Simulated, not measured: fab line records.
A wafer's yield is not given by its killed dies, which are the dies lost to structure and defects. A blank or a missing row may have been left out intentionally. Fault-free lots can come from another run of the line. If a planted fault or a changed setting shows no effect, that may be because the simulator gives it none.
Problem report, 8D (eight disciplines) form, completed by code | flow gf180mcu | the parts of the form that need people (team, actions taken, sign-off) are left out

== 1. THE PROBLEM ==
Across 6 wafers from 2 lots, NSD_RS at GF_PSD_RS_MEAS_14 averages 43.98 ohm/sq, while fault-free wafers read 45.76 ohm/sq with a standard deviation of 0.078. Measured from the usual mean, that is -23 standard deviations.
The step: measures by four-point-probe.
The first sign was on wafer L203.1 at day 20 13:58, on film-metro-01. The record holds 39 wafers of 13 lots with a number at this step. Rule for "out", or "out of limits": more than 4 standard deviations from the usual mean. All remaining wafers that have a number are taken as sound.

== 2. WHAT IT IS; WHAT IT IS NOT ==
question                    | is                     | is not
which readings at this step | NSD_RS                 | -
which lots                  | L203, L204             | L186, L187, L188, L189, L190, L191, L192, L193, L194, L206, L207
which wafers of those lots  | all that have a number | -
read on which gauges        | film-metro-01          | film-metro-02, film-metro-04
when                        | from day 20 13:58      | up to then (27 sound wafers); but 6 sound wafers of L206, L207 came after

== 3. THE SUSPECTS, EACH WITH WHAT RULES IT OUT ==
Counting: a tool at a process step up to the reading stays a suspect if it ran every lot that is out and no sound lot after the first of them.
- the gauge at GF_PSD_RS_MEAS_14: kept. All the wafers that are out were read on film-metro-01, and no step on other tools shows them out.
- rtp-anneal-02 at GF_PSD_RTA_13 (time 20 s): kept. It processed each lot that is out, first L203 at day 20 13:53, and no sound lot thereafter; up to then, the last sound lot it processed was L194 at day 17 14:05.
After counting, rtp-anneal-02 at GF_PSD_RTA_13 and film-metro-01 at GF_PSD_RS_MEAS_14 remain.

== 4. THE CAUSE (what the simulator had put in) ==
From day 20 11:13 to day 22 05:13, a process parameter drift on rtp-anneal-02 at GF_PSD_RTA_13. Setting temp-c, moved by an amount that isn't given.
Of the 2 suspects that counting leaves, this tool is one.

== 5. SEQUENCE OF EFFECTS, ordered by route ==
Rows list readings where the struck wafers' mean (over those with a number) sits beyond 3 standard deviations from the usual. Scope: only readings with a usual standard deviation given in the record; hours: median across lots of the time from each lot's start at the first step in this table that gives one to its start at this step; sigmas: change in usual standard deviations.
hours | step              | reading | usual         | on struck wafers | change | sigmas
0     | GF_PSD_RS_MEAS_14 | NSD_RS  | 45.76 ohm/sq  | 43.98            | -1.78  | -23
0     | GF_PSD_RS_MEAS_15 | PSD_RS  | 108.50 ohm/sq | 102.78           | -5.72  | -22
Later measuring or inspecting steps at which every struck wafer that the step has a row for has a number for every such reading, and none has moved that far: GF_SALICIDE_RS_MEAS_04, GF_CONTACT_CD_MEAS_14.

== 6. HOW IT WOULD HAVE BEEN CAUGHT EARLIER ==
In this record the first reading out of limits at a measuring or inspecting step was taken at day 20 13:58, 3 hours after the fault began at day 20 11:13.
Of the tool readings at GF_PSD_RTA_13 for which the record gives a usual standard deviation, none was out on any struck wafer, so an alarm limit of 4 standard deviations on them would not have fired.
Among the 2 lots that are out, L204 began GF_PSD_RTA_13 on rtp-anneal-02 after day 20 13:58. A tool hold placed at that time would have kept it from harm.
